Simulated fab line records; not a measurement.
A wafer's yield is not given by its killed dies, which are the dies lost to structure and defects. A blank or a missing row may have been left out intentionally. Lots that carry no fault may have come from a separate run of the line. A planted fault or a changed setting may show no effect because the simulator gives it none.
Which of the tools did it? | flow gf180mcu | 12 lots with 36 wafers sampled at 2 steps, on a route of 602 steps

WHAT EACH GAUGE READ, for each wafer
GF_V2_CD_MEAS_14 targets a cd of 260 nm.
lot  | measured     | on       | cdNm (nm)
L075 | day 20 13:44 | cdSem-01 | 260.4 260.5 259.9
L077 | day 21 09:31 | cdSem-02 | 259.9 259.4 260.1
L079 | day 22 10:52 | cdSem-02 | 260.3 259.8 261.2
L081 | day 23 00:50 | cdSem-02 | 259.9 259.6 259.0
L083 | day 24 00:55 | cdSem-02 | 260.0 260.8 260.4
L085 | day 24 16:59 | cdSem-02 | 260.9 260.7 260.5
L087 | day 25 04:21 | cdSem-01 | 259.8 259.5 259.5
L089 | day 25 18:44 | cdSem-01 | 261.8 261.5 263.4
L091 | day 26 08:13 | cdSem-02 | 259.5 258.6 260.1
L093 | day 26 18:35 | cdSem-01 | 259.1 258.5 259.3
L095 | day 27 10:19 | cdSem-02 | 258.8 258.8 260.6
L097 | day 28 01:10 | cdSem-02 | 261.3 260.8 260.8

WHAT TOOL EACH LOT RAN ON (gives the tool, then ch and the chambers of the sampled wafers, and finally the start)
lot  | GF_CONTACT_CVD_24
L075 | cvdW-01 ch 0,1, day 16 10:06
L077 | cvdW-01 ch 0,1, day 17 04:31
L079 | cvdW-02 ch 0,1, day 18 05:14
L081 | cvdW-01 ch 0,1, day 18 19:14
L083 | cvdW-01 ch 0,1, day 19 22:00
L085 | cvdW-01 ch 0,1, day 20 14:14
L087 | cvdW-01 ch 0,1, day 21 04:59
L089 | cvdW-02 ch 0,1, day 21 20:29
L091 | cvdW-01 ch 1, day 22 10:53
L093 | cvdW-01 ch 0,1, day 22 23:32
L095 | cvdW-02 ch 0,1, day 23 16:02
L097 | cvdW-01 ch 0,1, day 24 08:18
- GF_CONTACT_CVD_24: deposits W, target thk 300 nm, time 90.339 s.

THE ANSWER, worked out from the rows above alone
Rule: what is usual is taken from the lots themselves. The widest of any qualifying gaps counts: lots, ordered by their means at a reading, are off when they make up no more than a third of the lots, leave a main group of 4 or more, and stand apart from it by 3 or more times the standard deviation of that group's means. Not used: any main group whose means are identical at the precision the tables above print for the reading. Also off: a lot with no number at a reading for which 4 or more lots have one. The other lots that the step has rows for count as sound.
No lot is off at any reading shown: from this, nothing can be told.

WHAT WAS PUT IN BY THE SIMULATOR
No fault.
